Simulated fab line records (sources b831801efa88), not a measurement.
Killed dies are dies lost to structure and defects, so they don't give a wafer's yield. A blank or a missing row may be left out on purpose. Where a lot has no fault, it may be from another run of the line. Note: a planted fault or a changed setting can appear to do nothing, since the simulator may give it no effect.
Which tool was responsible? || flow gf180mcu || Sampling: 24 lots, 72 wafers, 6 of 602 route steps

## WHAT THE GAUGES SHOWED, per wafer
GF_M1_OVL_MEAS_15.
{"lot": "L074", "measured": "day 16 23:25", "on": "overlay-02", "M1_OVL (nm)": "0 0 -3"}
{"lot": "L075", "measured": "day 17 10:33", "on": "overlay-02", "M1_OVL (nm)": "2 -1 -1"}
{"lot": "L076", "measured": "day 17 14:50", "on": "overlay-02", "M1_OVL (nm)": "-3 -4 -8"}
{"lot": "L077", "measured": "day 17 18:35", "on": "overlay-02", "M1_OVL (nm)": "0 2 1"}
{"lot": "L078", "measured": "day 18 10:42", "on": "overlay-02", "M1_OVL (nm)": "-3 -9 -1"}
{"lot": "L079", "measured": "day 18 19:17", "on": "overlay-01", "M1_OVL (nm)": "6 -1 4"}
{"lot": "L080", "measured": "day 19 05:38", "on": "overlay-02", "M1_OVL (nm)": "4 6 8"}
{"lot": "L081", "measured": "day 19 17:01", "on": "overlay-01", "M1_OVL (nm)": "4 -3 3"}
{"lot": "L082", "measured": "day 20 04:01", "on": "overlay-01", "M1_OVL (nm)": "1 -1 6"}
{"lot": "L083", "measured": "day 20 10:55", "on": "overlay-02", "M1_OVL (nm)": "-3 -4 -6"}
{"lot": "L084", "measured": "day 21 02:54", "on": "overlay-01", "M1_OVL (nm)": "-2 -4 -4"}
{"lot": "L085", "measured": "day 21 13:34", "on": "overlay-01", "M1_OVL (nm)": "6 -2 -7"}
{"lot": "L086", "measured": "day 21 13:55", "on": "overlay-02", "M1_OVL (nm)": "0 -1 3"}
{"lot": "L087", "measured": "day 21 21:45", "on": "overlay-01", "M1_OVL (nm)": "-1 0 -13"}
{"lot": "L088", "measured": "day 22 09:20", "on": "overlay-01", "M1_OVL (nm)": "4 4 0"}
{"lot": "L089", "measured": "day 22 20:01", "on": "overlay-02", "M1_OVL (nm)": "1 -2 0"}
{"lot": "L090", "measured": "day 23 04:51", "on": "overlay-02", "M1_OVL (nm)": "4 2 4"}
{"lot": "L091", "measured": "day 23 09:06", "on": "overlay-02", "M1_OVL (nm)": "10 5 4"}
{"lot": "L092", "measured": "day 23 17:38", "on": "overlay-02", "M1_OVL (nm)": "-5 -6 -6"}
{"lot": "L093", "measured": "day 23 22:49", "on": "overlay-01", "M1_OVL (nm)": "3 1 3"}
{"lot": "L094", "measured": "day 24 07:35", "on": "overlay-02", "M1_OVL (nm)": "7 11 6"}
{"lot": "L095", "measured": "day 24 12:35", "on": "overlay-02", "M1_OVL (nm)": "-6 -6 -5"}
{"lot": "L096", "measured": "day 24 19:53", "on": "overlay-01", "M1_OVL (nm)": "2 -4 3"}
{"lot": "L097", "measured": "day 25 03:25", "on": "overlay-01", "M1_OVL (nm)": "-6 0 3"}

GF_M4_THK_MEAS_06: measures by xrf.
{"lot": "L074", "measured": "day 22 09:05", "on": "film metro-01", "M4_ALCU_THK (nm)": "451 445 453"}
{"lot": "L075", "measured": "day 22 20:09", "on": "film metro-03", "M4_ALCU_THK (nm)": "450 441 448"}
{"lot": "L076", "measured": "day 22 23:23", "on": "film metro-04", "M4_ALCU_THK (nm)": "453 454 452"}
{"lot": "L077", "measured": "day 23 03:26", "on": "film metro-03", "M4_ALCU_THK (nm)": "453 452 453"}
{"lot": "L078", "measured": "day 24 03:34", "on": "film metro-01", "M4_ALCU_THK (nm)": "453 451 449"}
{"lot": "L079", "measured": "day 24 03:35", "on": "film metro-03", "M4_ALCU_THK (nm)": "447 449 447"}
{"lot": "L080", "measured": "day 24 12:41", "on": "film metro-01", "M4_ALCU_THK (nm)": "456 457 454"}
{"lot": "L081", "measured": "day 24 22:41", "on": "film metro-01", "M4_ALCU_THK (nm)": "452 450 452"}
{"lot": "L082", "measured": "day 25 09:50", "on": "film metro-01", "M4_ALCU_THK (nm)": "453 453 451"}
{"lot": "L083", "measured": "day 25 15:22", "on": "film metro-03", "M4_ALCU_THK (nm)": "445 449 447"}
{"lot": "L084", "measured": "day 26 05:34", "on": "film metro-04", "M4_ALCU_THK (nm)": "451 453 450"}
{"lot": "L085", "measured": "day 26 14:41", "on": "film metro-04", "M4_ALCU_THK (nm)": "460 460 453"}
{"lot": "L086", "measured": "day 26 17:09", "on": "film metro-01", "M4_ALCU_THK (nm)": "447 445 445"}
{"lot": "L087", "measured": "day 26 21:49", "on": "film metro-03", "M4_ALCU_THK (nm)": "450 448 451"}
{"lot": "L088", "measured": "day 27 06:48", "on": "film metro-04", "M4_ALCU_THK (nm)": "451 454 453"}
{"lot": "L089", "measured": "day 27 16:21", "on": "film metro-04", "M4_ALCU_THK (nm)": "445 451 446"}
{"lot": "L090", "measured": "day 28 00:23", "on": "film metro-03", "M4_ALCU_THK (nm)": "454 450 449"}
{"lot": "L091", "measured": "day 28 04:44", "on": "film metro-01", "M4_ALCU_THK (nm)": "447 448 445"}
{"lot": "L092", "measured": "day 28 10:44", "on": "film metro-01", "M4_ALCU_THK (nm)": "452 451 449"}
{"lot": "L093", "measured": "day 28 16:12", "on": "film metro-01", "M4_ALCU_THK (nm)": "455 456 460"}
{"lot": "L094", "measured": "day 28 23:39", "on": "film metro-03", "M4_ALCU_THK (nm)": "451 452 448"}
{"lot": "L095", "measured": "day 29 03:38", "on": "film metro-04", "M4_ALCU_THK (nm)": "457 456 459"}
{"lot": "L096", "measured": "day 29 09:57", "on": "film metro-01", "M4_ALCU_THK (nm)": "448 446 446"}
{"lot": "L097", "measured": "day 29 17:16", "on": "film metro-04", "M4_ALCU_THK (nm)": "448 449 456"}

GF_V4_THK_MEAS_03.
{"lot": "L074", "measured": "day 23 09:07", "on": "film metro-04", "V4_CVD_02_THK (nm)": "857 862 864"}
{"lot": "L075", "measured": "day 23 20:07", "on": "film metro-02", "V4_CVD_02_THK (nm)": "841 859 861"}
{"lot": "L076", "measured": "day 23 23:17", "on": "film metro-04", "V4_CVD_02_THK (nm)": "839 846 849"}
{"lot": "L077", "measured": "day 24 03:23", "on": "film metro-04", "V4_CVD_02_THK (nm)": "851 856 851"}
{"lot": "L078", "measured": "day 25 01:40", "on": "film metro-03", "V4_CVD_02_THK (nm)": "848 849 871"}
{"lot": "L079", "measured": "day 25 02:13", "on": "film metro-04", "V4_CVD_02_THK (nm)": "844 849 858"}
{"lot": "L080", "measured": "day 25 10:27", "on": "film metro-03", "V4_CVD_02_THK (nm)": "842 855 856"}
{"lot": "L081", "measured": "day 25 20:56", "on": "film metro-04", "V4_CVD_02_THK (nm)": "844 850 841"}
{"lot": "L082", "measured": "day 26 07:53", "on": "film metro-03", "V4_CVD_02_THK (nm)": "851 859 859"}
{"lot": "L083", "measured": "day 26 13:08", "on": "film metro-02", "V4_CVD_02_THK (nm)": "837 840 851"}
{"lot": "L084", "measured": "day 27 02:31", "on": "film metro-03", "V4_CVD_02_THK (nm)": "832 828 841"}
{"lot": "L085", "measured": "day 27 11:28", "on": "film metro-02", "V4_CVD_02_THK (nm)": "855 856 860"}
{"lot": "L086", "measured": "day 27 13:55", "on": "film metro-04", "V4_CVD_02_THK (nm)": "842 832 840"}
{"lot": "L087", "measured": "day 27 19:17", "on": "film metro-04", "V4_CVD_02_THK (nm)": "859 856 847"}
{"lot": "L088", "measured": "day 28 04:11", "on": "film metro-04", "V4_CVD_02_THK (nm)": "853 838 867"}
{"lot": "L089", "measured": "day 28 12:59", "on": "film metro-03", "V4_CVD_02_THK (nm)": "835 842 847"}
{"lot": "L090", "measured": "day 28 21:02", "on": "film metro-03", "V4_CVD_02_THK (nm)": "847 852 858"}
{"lot": "L091", "measured": "day 29 01:11", "on": "film metro-03", "V4_CVD_02_THK (nm)": "853 882 876"}
{"lot": "L092", "measured": "day 29 07:06", "on": "film metro-03", "V4_CVD_02_THK (nm)": "840 845 839"}
{"lot": "L093", "measured": "day 29 11:52", "on": "film metro-02", "V4_CVD_02_THK (nm)": "838 845 860"}
{"lot": "L094", "measured": "day 29 19:03", "on": "film metro-02", "V4_CVD_02_THK (nm)": "845 848 852"}
{"lot": "L095", "measured": "day 29 23:20", "on": "film metro-04", "V4_CVD_02_THK (nm)": "837 852 854"}
{"lot": "L096", "measured": "day 30 04:58", "on": "film metro-02", "V4_CVD_02_THK (nm)": "851 863 870"}
{"lot": "L097", "measured": "day 30 11:42", "on": "film metro-03", "V4_CVD_02_THK (nm)": "854 852 856"}

## TOOL THAT RAN EACH LOT (tool first, then ch and the chambers of the sampled wafers, then the start)
{"lot": "L074", "GF_M2_SPUTTER_04": "pvd sputter-03, day 18 01:47", "GF_V2_CMP_26": "cmp-01 ch 0,1, day 20 04:20", "GF_V3_ETCH_16": "rie diel-03 ch 0,2,3, day 22 07:21"}
{"lot": "L075", "GF_M2_SPUTTER_04": "pvd sputter-04, day 18 13:11", "GF_V2_CMP_26": "cmp-01 ch 0,3, day 20 16:00", "GF_V3_ETCH_16": "rie diel-01 ch 1,2, day 22 18:26"}
{"lot": "L076", "GF_M2_SPUTTER_04": "pvd sputter-04, day 18 17:06", "GF_V2_CMP_26": "cmp-02 ch 1,2, day 20 19:58", "GF_V3_ETCH_16": "rie diel-01 ch 0,2, day 22 21:42"}
{"lot": "L077", "GF_M2_SPUTTER_04": "pvd sputter-03, day 18 21:16", "GF_V2_CMP_26": "cmp-01 ch 0,1,2, day 21 00:09", "GF_V3_ETCH_16": "rie diel-02 ch 0,2, day 23 01:42"}
{"lot": "L078", "GF_M2_SPUTTER_04": "pvd sputter-04, day 19 22:49", "GF_V2_CMP_26": "cmp-01 ch 0,1,3, day 22 01:25", "GF_V3_ETCH_16": "rie diel-03 ch 2,3, day 24 01:38"}
{"lot": "L079", "GF_M2_SPUTTER_04": "pvd sputter-03, day 19 23:07", "GF_V2_CMP_26": "cmp-01 ch 0,1,3, day 22 02:01", "GF_V3_ETCH_16": "rie diel-01 ch 0,2, day 24 01:50"}
{"lot": "L080", "GF_M2_SPUTTER_04": "pvd sputter-03, day 20 08:46", "GF_V2_CMP_26": "cmp-02 ch 0,2,3, day 22 11:28", "GF_V3_ETCH_16": "rie diel-02 ch 0,1, day 24 10:59"}
{"lot": "L081", "GF_M2_SPUTTER_04": "pvd sputter-01, day 20 20:26", "GF_V2_CMP_26": "cmp-02 ch 1,2,3, day 22 22:41", "GF_V3_ETCH_16": "rie diel-02 ch 0,1,3, day 24 21:00"}
{"lot": "L082", "GF_M2_SPUTTER_04": "pvd sputter-03, day 21 07:37", "GF_V2_CMP_26": "cmp-01 ch 2,3, day 23 09:54", "GF_V3_ETCH_16": "rie diel-02 ch 0,3, day 25 08:05"}
{"lot": "L083", "GF_M2_SPUTTER_04": "pvd sputter-03, day 21 13:44", "GF_V2_CMP_26": "cmp-01 ch 0,2,3, day 23 15:33", "GF_V3_ETCH_16": "rie diel-01 ch 1,3, day 25 13:38"}
{"lot": "L084", "GF_M2_SPUTTER_04": "pvd sputter-03, day 22 06:02", "GF_V2_CMP_26": "cmp-01 ch 1,2, day 24 05:53", "GF_V3_ETCH_16": "rie diel-01 ch 1,2,3, day 26 03:47"}
{"lot": "L085", "GF_M2_SPUTTER_04": "pvd sputter-03, day 22 16:34", "GF_V2_CMP_26": "cmp-02 ch 0,1, day 24 16:19", "GF_V3_ETCH_16": "rie diel-01 ch 0,2,3, day 26 13:00"}
{"lot": "L086", "GF_M2_SPUTTER_04": "pvd sputter-04, day 22 17:08", "GF_V2_CMP_26": "cmp-02 ch 0,1,3, day 24 17:20", "GF_V3_ETCH_16": "rie diel-03 ch 0,1, day 26 14:53"}
{"lot": "L087", "GF_M2_SPUTTER_04": "pvd sputter-03, day 23 00:20", "GF_V2_CMP_26": "cmp-02 ch 1,2, day 25 00:13", "GF_V3_ETCH_16": "rie diel-03 ch 1,3, day 26 20:06"}
{"lot": "L088", "GF_M2_SPUTTER_04": "pvd sputter-04, day 23 10:56", "GF_V2_CMP_26": "cmp-01 ch 0,1,2, day 25 09:23", "GF_V3_ETCH_16": "rie diel-03 ch 0,2,3, day 27 05:05"}
{"lot": "L089", "GF_M2_SPUTTER_04": "pvd sputter-04, day 23 21:26", "GF_V2_CMP_26": "cmp-02 ch 0,1,3, day 25 19:26", "GF_V3_ETCH_16": "rie diel-01 ch 0,2,3, day 27 14:32"}
{"lot": "L090", "GF_M2_SPUTTER_04": "pvd sputter-03, day 24 06:17", "GF_V2_CMP_26": "cmp-01 ch 2,3, day 26 04:19", "GF_V3_ETCH_16": "rie diel-01 ch 0,2,3, day 27 22:41"}
{"lot": "L091", "GF_M2_SPUTTER_04": "pvd sputter-04, day 24 11:02", "GF_V2_CMP_26": "cmp-01 ch 0,2, day 26 08:16", "GF_V3_ETCH_16": "rie diel-03 ch 0,3, day 28 03:02"}
{"lot": "L092", "GF_M2_SPUTTER_04": "pvd sputter-03, day 24 19:04", "GF_V2_CMP_26": "cmp-01 ch 1,2,3, day 26 16:16", "GF_V3_ETCH_16": "rie diel-02 ch 1,2,3, day 28 09:03"}
{"lot": "L093", "GF_M2_SPUTTER_04": "pvd sputter-04, day 24 23:35", "GF_V2_CMP_26": "cmp-01 ch 0,1,3, day 26 20:06", "GF_V3_ETCH_16": "rie diel-03 ch 0,2,3, day 28 14:30"}
{"lot": "L094", "GF_M2_SPUTTER_04": "pvd sputter-04, day 25 08:19", "GF_V2_CMP_26": "cmp-01 ch 0,2,3, day 27 04:44", "GF_V3_ETCH_16": "rie diel-03 ch 0,1,3, day 28 21:56"}
{"lot": "L095", "GF_M2_SPUTTER_04": "pvd sputter-03, day 25 13:16", "GF_V2_CMP_26": "cmp-02 ch 0,3, day 27 09:39", "GF_V3_ETCH_16": "rie diel-03 ch 0,1,3, day 29 01:56"}
{"lot": "L096", "GF_M2_SPUTTER_04": "pvd sputter-01, day 25 19:48", "GF_V2_CMP_26": "cmp-02 ch 1,2,3, day 27 15:49", "GF_V3_ETCH_16": "rie diel-01 ch 2,3, day 29 08:14"}
{"lot": "L097", "GF_M2_SPUTTER_04": "pvd sputter-03, day 26 03:47", "GF_V2_CMP_26": "cmp-01 ch 1,2,3, day 27 23:39", "GF_V3_ETCH_16": "rie diel-01 ch 1,2,3, day 29 15:34"}
- GF_M2_SPUTTER_04: material TiN, target thk 50 nm, time 41.7 s.
- GF_V2_CMP_26: polishes, stops on SiO2, t overpolish 15 s, target thk 0 nm.
- GF_V3_ETCH_16: etches BARC in N2/H2.

## WHAT THE TOOLS THEMSELVES READ (means of the sampled wafers that have a number; where no wafer has one, the mark that the record gives instead)
GF_M2_SPUTTER_04.
{"lot": "L074", "tool": "pvd sputter-03", "cathode dc power W (W)": 6499.5, "throttle valve pct (%)": 30.4}
{"lot": "L075", "tool": "pvd sputter-04", "cathode dc power W (W)": 6500.8, "throttle valve pct (%)": 29.3}
{"lot": "L076", "tool": "pvd sputter-04", "cathode dc power W (W)": 6499.9, "throttle valve pct (%)": 29.4}
{"lot": "L077", "tool": "pvd sputter-03", "cathode dc power W (W)": 6500.7, "throttle valve pct (%)": 30.7}
{"lot": "L078", "tool": "pvd sputter-04", "cathode dc power W (W)": 6499.6, "throttle valve pct (%)": 29.0}
{"lot": "L079", "tool": "pvd sputter-03", "cathode dc power W (W)": 6500.1, "throttle valve pct (%)": 30.0}
{"lot": "L080", "tool": "pvd sputter-03", "cathode dc power W (W)": 6499.3, "throttle valve pct (%)": 30.8}
{"lot": "L081", "tool": "pvd sputter-01", "cathode dc power W (W)": 6500.0, "throttle valve pct (%)": 30.8}
{"lot": "L082", "tool": "pvd sputter-03", "cathode dc power W (W)": 6499.5, "throttle valve pct (%)": 30.1}
{"lot": "L083", "tool": "pvd sputter-03", "cathode dc power W (W)": 6499.7, "throttle valve pct (%)": 30.6}
{"lot": "L084", "tool": "pvd sputter-03", "cathode dc power W (W)": 6500.6, "throttle valve pct (%)": 30.2}
{"lot": "L085", "tool": "pvd sputter-03", "cathode dc power W (W)": 6499.8, "throttle valve pct (%)": 30.4}
{"lot": "L086", "tool": "pvd sputter-04", "cathode dc power W (W)": 6499.0, "throttle valve pct (%)": 29.3}
{"lot": "L087", "tool": "pvd sputter-03", "cathode dc power W (W)": 6499.6, "throttle valve pct (%)": 30.1}
{"lot": "L088", "tool": "pvd sputter-04", "cathode dc power W (W)": 6500.6, "throttle valve pct (%)": 29.4}
{"lot": "L089", "tool": "pvd sputter-04", "cathode dc power W (W)": 6499.6, "throttle valve pct (%)": 30.3}
{"lot": "L090", "tool": "pvd sputter-03", "cathode dc power W (W)": 6500.1, "throttle valve pct (%)": 30.2}
{"lot": "L091", "tool": "pvd sputter-04", "cathode dc power W (W)": 6500.8, "throttle valve pct (%)": 29.4}
{"lot": "L092", "tool": "pvd sputter-03", "cathode dc power W (W)": 6500.0, "throttle valve pct (%)": 30.6}
{"lot": "L093", "tool": "pvd sputter-04", "cathode dc power W (W)": 6499.3, "throttle valve pct (%)": 28.9}
{"lot": "L094", "tool": "pvd sputter-04", "cathode dc power W (W)": 6499.1, "throttle valve pct (%)": 30.2}
{"lot": "L095", "tool": "pvd sputter-03", "cathode dc power W (W)": 6500.5, "throttle valve pct (%)": 30.5}
{"lot": "L096", "tool": "pvd sputter-01", "cathode dc power W (W)": 6500.1, "throttle valve pct (%)": 30.1}
{"lot": "L097", "tool": "pvd sputter-03", "cathode dc power W (W)": 6500.2, "throttle valve pct (%)": 30.2}

GF_V2_CMP_26.
{"lot": "L074", "tool": "cmp-01", "motor current A (A)": 10.1, "overpolish run s (s)": 15.003, "time to endpoint s (s)": 87.2}
{"lot": "L075", "tool": "cmp-01", "motor current A (A)": 10.0, "overpolish run s (s)": 15.003, "time to endpoint s (s)": 86.8}
{"lot": "L076", "tool": "cmp-02", "motor current A (A)": 11.6, "overpolish run s (s)": 15.007, "time to endpoint s (s)": 83.3}
{"lot": "L077", "tool": "cmp-01", "motor current A (A)": 10.2, "overpolish run s (s)": 14.996, "time to endpoint s (s)": 85.7}
{"lot": "L078", "tool": "cmp-01", "motor current A (A)": 10.1, "overpolish run s (s)": 15.005, "time to endpoint s (s)": 88.8}
{"lot": "L079", "tool": "cmp-01", "motor current A (A)": 10.2, "overpolish run s (s)": 14.994, "time to endpoint s (s)": 88.4}
{"lot": "L080", "tool": "cmp-02", "motor current A (A)": 11.4, "overpolish run s (s)": 15.008, "time to endpoint s (s)": 86.7}
{"lot": "L081", "tool": "cmp-02", "motor current A (A)": 11.9, "overpolish run s (s)": 15.000, "time to endpoint s (s)": 86.1}
{"lot": "L082", "tool": "cmp-01", "motor current A (A)": 10.1, "overpolish run s (s)": 14.996, "time to endpoint s (s)": 85.0}
{"lot": "L083", "tool": "cmp-01", "motor current A (A)": 10.1, "overpolish run s (s)": 14.999, "time to endpoint s (s)": 84.4}
{"lot": "L084", "tool": "cmp-01", "motor current A (A)": 10.3, "overpolish run s (s)": 14.999, "time to endpoint s (s)": 85.4}
{"lot": "L085", "tool": "cmp-02", "motor current A (A)": 12.1, "overpolish run s (s)": 14.996, "time to endpoint s (s)": 84.2}
{"lot": "L086", "tool": "cmp-02", "motor current A (A)": 12.2, "overpolish run s (s)": 15.003, "time to endpoint s (s)": 81.1}
{"lot": "L087", "tool": "cmp-02", "motor current A (A)": 11.2, "overpolish run s (s)": 14.996, "time to endpoint s (s)": 85.6}
{"lot": "L088", "tool": "cmp-01", "motor current A (A)": 10.3, "overpolish run s (s)": 14.993, "time to endpoint s (s)": 83.6}
{"lot": "L089", "tool": "cmp-02", "motor current A (A)": 12.1, "overpolish run s (s)": 14.998, "time to endpoint s (s)": 85.3}
{"lot": "L090", "tool": "cmp-01", "motor current A (A)": 9.7, "overpolish run s (s)": 15.002, "time to endpoint s (s)": 85.0}
{"lot": "L091", "tool": "cmp-01", "motor current A (A)": 9.9, "overpolish run s (s)": 14.992, "time to endpoint s (s)": 83.7}
{"lot": "L092", "tool": "cmp-01", "motor current A (A)": 9.9, "overpolish run s (s)": 15.004, "time to endpoint s (s)": 85.5}
{"lot": "L093", "tool": "cmp-01", "motor current A (A)": 10.1, "overpolish run s (s)": 15.000, "time to endpoint s (s)": 86.3}
{"lot": "L094", "tool": "cmp-01", "motor current A (A)": 9.8, "overpolish run s (s)": 15.008, "time to endpoint s (s)": 83.1}
{"lot": "L095", "tool": "cmp-02", "motor current A (A)": 12.1, "overpolish run s (s)": 15.001, "time to endpoint s (s)": 79.8}
{"lot": "L096", "tool": "cmp-02", "motor current A (A)": 11.7, "overpolish run s (s)": 15.010, "time to endpoint s (s)": 80.4}
{"lot": "L097", "tool": "cmp-01", "motor current A (A)": 10.2, "overpolish run s (s)": 15.005, "time to endpoint s (s)": 85.6}

GF_V3_ETCH_16.
{"lot": "L074", "tool": "rie diel-03", "drypump motor current A (A)": 5.7, "oes product au (a.u.)": 0.852, "throttle valve pct (%)": 13.223}
{"lot": "L075", "tool": "rie diel-01", "drypump motor current A (A)": 5.7, "oes product au (a.u.)": 0.854, "throttle valve pct (%)": 13.220}
{"lot": "L076", "tool": "rie diel-01", "drypump motor current A (A)": 5.9, "oes product au (a.u.)": 0.852, "throttle valve pct (%)": 13.226}
{"lot": "L077", "tool": "rie diel-02", "drypump motor current A (A)": 5.3, "oes product au (a.u.)": 0.855, "throttle valve pct (%)": 13.228}
{"lot": "L078", "tool": "rie diel-03", "drypump motor current A (A)": 5.4, "oes product au (a.u.)": 0.857, "throttle valve pct (%)": 13.232}
{"lot": "L079", "tool": "rie diel-01", "drypump motor current A (A)": 6.2, "oes product au (a.u.)": 0.852, "throttle valve pct (%)": 13.213}
{"lot": "L080", "tool": "rie diel-02", "drypump motor current A (A)": 5.7, "oes product au (a.u.)": 0.857, "throttle valve pct (%)": 13.225}
{"lot": "L081", "tool": "rie diel-02", "drypump motor current A (A)": 5.8, "oes product au (a.u.)": 0.857, "throttle valve pct (%)": 13.226}
{"lot": "L082", "tool": "rie diel-02", "drypump motor current A (A)": 5.7, "oes product au (a.u.)": 0.852, "throttle valve pct (%)": 13.225}
{"lot": "L083", "tool": "rie diel-01", "drypump motor current A (A)": 5.6, "oes product au (a.u.)": 0.850, "throttle valve pct (%)": 13.222}
{"lot": "L084", "tool": "rie diel-01", "drypump motor current A (A)": 5.6, "oes product au (a.u.)": 0.850, "throttle valve pct (%)": 13.215}
{"lot": "L085", "tool": "rie diel-01", "drypump motor current A (A)": 5.9, "oes product au (a.u.)": 0.853, "throttle valve pct (%)": 13.216}
{"lot": "L086", "tool": "rie diel-03", "drypump motor current A (A)": 5.9, "oes product au (a.u.)": 0.855, "throttle valve pct (%)": 13.230}
{"lot": "L087", "tool": "rie diel-03", "drypump motor current A (A)": 5.4, "oes product au (a.u.)": 0.856, "throttle valve pct (%)": 13.225}
{"lot": "L088", "tool": "rie diel-03", "drypump motor current A (A)": 5.7, "oes product au (a.u.)": 0.859, "throttle valve pct (%)": 13.222}
{"lot": "L089", "tool": "rie diel-01", "drypump motor current A (A)": 5.9, "oes product au (a.u.)": 0.854, "throttle valve pct (%)": 13.221}
{"lot": "L090", "tool": "rie diel-01", "drypump motor current A (A)": 5.9, "oes product au (a.u.)": 0.856, "throttle valve pct (%)": 13.213}
{"lot": "L091", "tool": "rie diel-03", "drypump motor current A (A)": 5.8, "oes product au (a.u.)": 0.856, "throttle valve pct (%)": 13.222}
{"lot": "L092", "tool": "rie diel-02", "drypump motor current A (A)": 5.8, "oes product au (a.u.)": 0.857, "throttle valve pct (%)": 13.225}
{"lot": "L093", "tool": "rie diel-03", "drypump motor current A (A)": 5.7, "oes product au (a.u.)": 0.856, "throttle valve pct (%)": 13.217}
{"lot": "L094", "tool": "rie diel-03", "drypump motor current A (A)": 5.6, "oes product au (a.u.)": 0.850, "throttle valve pct (%)": 13.221}
{"lot": "L095", "tool": "rie diel-03", "drypump motor current A (A)": 5.6, "oes product au (a.u.)": 0.856, "throttle valve pct (%)": 13.233}
{"lot": "L096", "tool": "rie diel-01", "drypump motor current A (A)": 5.7, "oes product au (a.u.)": 0.851, "throttle valve pct (%)": 13.232}
{"lot": "L097", "tool": "rie diel-01", "drypump motor current A (A)": 5.6, "oes product au (a.u.)": 0.859, "throttle valve pct (%)": 13.235}

## THE ANSWER, worked out from the rows above alone
Rule: usual is defined by the lots themselves. Put in order of their means at a reading, lots are off if they are a third of the lots or fewer, leave a main group of 4 or more, and stand apart from it by a gap of 3 or more times the standard deviation of the main group's means; of several such gaps the widest counts. A main group is skipped when, at the precision printed for the reading in the tables above, its means are all equal. A lot without any number at a reading at which 4 lots or more have one is off too. All remaining lots with rows at the step are treated as sound. After the gauges, taken in route order, come the tools' own readings; for these a lot's mean is taken, as printed above. At the first step where some lot is off, the reading lying furthest off is the one used; lots without a number count as furthest.
None of the lots is off at any reading shown; this tells nothing.

## WHAT THE SIMULATOR HAD PUT IN
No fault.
